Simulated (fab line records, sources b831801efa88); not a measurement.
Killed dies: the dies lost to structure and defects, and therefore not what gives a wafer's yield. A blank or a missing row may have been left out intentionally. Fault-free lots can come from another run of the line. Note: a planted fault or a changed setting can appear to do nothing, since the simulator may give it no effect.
Which tool was responsible? | flow gf180mcu | 14 lots with 42 wafers sampled at 4 steps, on a route of 602 steps

## WHAT THE GAUGES READ, wafer by wafer
GF_STI_CD_MEAS_12: the cd target is 220 nm. Usual: cdNm 219.8 nm, standard deviation 1.2.
lot  | measured    | on       | cdNm (nm)         | flag
L434 | day 2 01:26 | cdSem-02 | 220.9 221.7 222.5 | 
L437 | day 2 21:01 | cdSem-02 | 219.0 219.6 218.5 | 
L438 | day 2 23:05 | cdSem-01 | 219.7 220.4 220.0 | 
L441 | day 3 14:16 | cdSem-02 | 220.3 220.5 219.1 | 
L443 | day 3 23:35 | cdSem-01 | 219.3 217.3 218.9 | 
L445 | day 4 10:52 | cdSem-01 | 218.9 219.5 219.5 | 
L449 | day 5 05:53 | cdSem-01 | 222.4 221.6 222.9 | 
L450 | day 5 11:53 | cdSem-02 | 220.0 220.3 221.1 | 
L452 | day 5 22:42 | cdSem-02 | 218.7 218.5 218.8 | 
L453 | day 6 02:54 | cdSem-01 | 219.8 221.3 220.2 | 
L454 | day 6 07:55 | cdSem-01 | 219.1 217.9 218.4 | 
L455 | day 6 13:49 | cdSem-02 | 219.2 218.7 218.1 | 
L456 | day 6 19:29 | cdSem-02 | 222.3 221.3 220.2 | 
L457 | day 6 23:32 | cdSem-01 | 221.7 221.9 220.7 | 

GF_NSD_CD_MEAS_07: the cd target is 400 nm. Usual: cdNm 400.4 nm, standard deviation 2.5.
lot  | measured     | on       | cdNm (nm)                           | flag
L434 | day 13 12:43 | cdSem-02 | 405.8 404.8 407.5                   | 
L437 | day 14 12:25 | cdSem-01 | 404.5 402.8 403.1                   | 
L438 | day 14 21:07 | cdSem-01 | 398.9 400.5 397.9                   | 
L441 | day 16 00:42 | cdSem-01 | 279.5 281.6 281.2 279.9 281.8 281.1 | OFF
L443 | day 16 07:39 | cdSem-01 | 281.8 280.5 277.6 282.4 280.4 277.7 | OFF
L445 | day 16 22:55 | cdSem-01 | 401.2 402.8 401.7                   | 
L449 | day 18 11:59 | cdSem-02 | 396.5 396.8 397.9                   | 
L450 | day 18 16:05 | cdSem-02 | 396.6 394.2 397.1                   | 
L452 | day 19 18:05 | cdSem-02 | 401.3 403.6 403.1                   | 
L453 | day 19 20:51 | cdSem-02 | 399.1 397.5 399.3                   | 
L454 | day 20 03:06 | cdSem-01 | 400.6 402.6 402.9                   | 
L455 | day 20 14:10 | cdSem-02 | 402.0 403.2 402.9                   | 
L456 | day 21 00:19 | cdSem-02 | 401.8 398.9 402.6                   | 
L457 | day 21 06:50 | cdSem-01 | 399.5 398.9 400.6                   | 

GF_M1_RS_MEAS_05: a four-point-probe measurement. Usual: for M1_ALCU_RS the level is 0.0695 ohm/sq and the standard deviation is 0.00082.
lot  | measured     | on           | M1_ALCU_RS (ohm/sq)  | flag
L434 | day 16 08:31 | filmMetro-02 | 0.0702 0.0705 0.0698 | 
L437 | day 17 10:52 | filmMetro-02 | 0.0687 0.0704 0.0688 | 
L438 | day 17 19:45 | filmMetro-02 | 0.0692 0.0708 0.0696 | 
L445 | day 20 02:25 | filmMetro-02 | 0.0690 0.0691 0.0692 | 
L449 | day 21 16:31 | filmMetro-01 | 0.0694 0.0687 0.0699 | 
L450 | day 21 20:44 | filmMetro-02 | 0.0695 0.0702 0.0691 | 
L452 | day 22 22:22 | filmMetro-02 | 0.0699 0.0691 0.0693 | 
L453 | day 22 23:10 | filmMetro-01 | 0.0698 0.0695 0.0689 | 
L454 | day 23 05:43 | filmMetro-01 | 0.0699 0.0693 0.0698 | 
L455 | day 23 16:31 | filmMetro-04 | 0.0697 0.0703 0.0690 | 
L456 | day 24 02:32 | filmMetro-01 | 0.0702 0.0694 0.0702 | 
L457 | day 24 07:43 | filmMetro-02 | 0.0696 0.0686 0.0697 | 

## TOOL THAT RAN EACH LOT (tool first, then ch and the chambers of the sampled wafers, then the start)
lot  | GF_NSD_DEVELOP_06
L434 | lithoTrack-01 ch 0, day 13 12:34
L437 | lithoTrack-01 ch 0, day 14 12:16
L438 | lithoTrack-02 ch 0, day 14 20:59
L441 | lithoTrack-02 ch 0, day 16 00:33
L443 | lithoTrack-02 ch 0, day 16 07:30
L445 | lithoTrack-03 ch 0, day 16 22:46
L449 | lithoTrack-01 ch 0, day 18 11:50
L450 | lithoTrack-03 ch 0, day 18 15:57
L452 | lithoTrack-01 ch 0, day 19 17:56
L453 | lithoTrack-02 ch 0, day 19 20:42
L454 | lithoTrack-02 ch 0, day 20 02:57
L455 | lithoTrack-02 ch 0, day 20 13:54
L456 | lithoTrack-01 ch 0, day 21 00:10
L457 | lithoTrack-03 ch 0, day 21 06:42
- GF_NSD_DEVELOP_06: develop time 60 s.

## WHAT THE TOOLS THEMSELVES READ (means of the sampled wafers that have a number; where no wafer has one, the mark that the record gives instead)
GF_NSD_DEVELOP_06. Usual: developerTempC 23.03 C, standard deviation 0.11.
lot  | tool          | developerTempC (C) | flag
L434 | lithoTrack-01 | 23.08              | 
L437 | lithoTrack-01 | 23.17              | 
L438 | lithoTrack-02 | 23.06              | 
L441 | lithoTrack-02 | 23.14              | 
L443 | lithoTrack-02 | 23.04              | 
L445 | lithoTrack-03 | 22.95              | 
L449 | lithoTrack-01 | 22.85              | 
L450 | lithoTrack-03 | 23.02              | 
L452 | lithoTrack-01 | 23.09              | 
L453 | lithoTrack-02 | 22.95              | 
L454 | lithoTrack-02 | 22.97              | 
L455 | lithoTrack-02 | 22.95              | 
L456 | lithoTrack-01 | 23.05              | 
L457 | lithoTrack-03 | 23.14              | 

## THE ANSWER, worked out from the rows above alone
Rule: take the mean of a lot's wafers that have a number; if it is more than 3 standard deviations from the usual mean, the lot is off. A lot without any number at a reading at which 4 lots or more have one is off too. The other lots that the step has rows for count as sound. The gauges are gone through in route order, then the tools' own readings, and for those a lot's mean is taken as printed above. At the first step where some lot is off, the reading lying furthest off is the one used; lots without a number count as furthest.
Off at GF_NSD_CD_MEAS_07 (cdNm): L441, L443.
If a tool, at a process step before that reading, ran all the lots that are off and no sound lot after the first of them, it fits. The gauges at GF_NSD_CD_MEAS_07 are tried like those tools. None of those tried fits.

## WHAT HAD BEEN PUT IN BY THE SIMULATOR
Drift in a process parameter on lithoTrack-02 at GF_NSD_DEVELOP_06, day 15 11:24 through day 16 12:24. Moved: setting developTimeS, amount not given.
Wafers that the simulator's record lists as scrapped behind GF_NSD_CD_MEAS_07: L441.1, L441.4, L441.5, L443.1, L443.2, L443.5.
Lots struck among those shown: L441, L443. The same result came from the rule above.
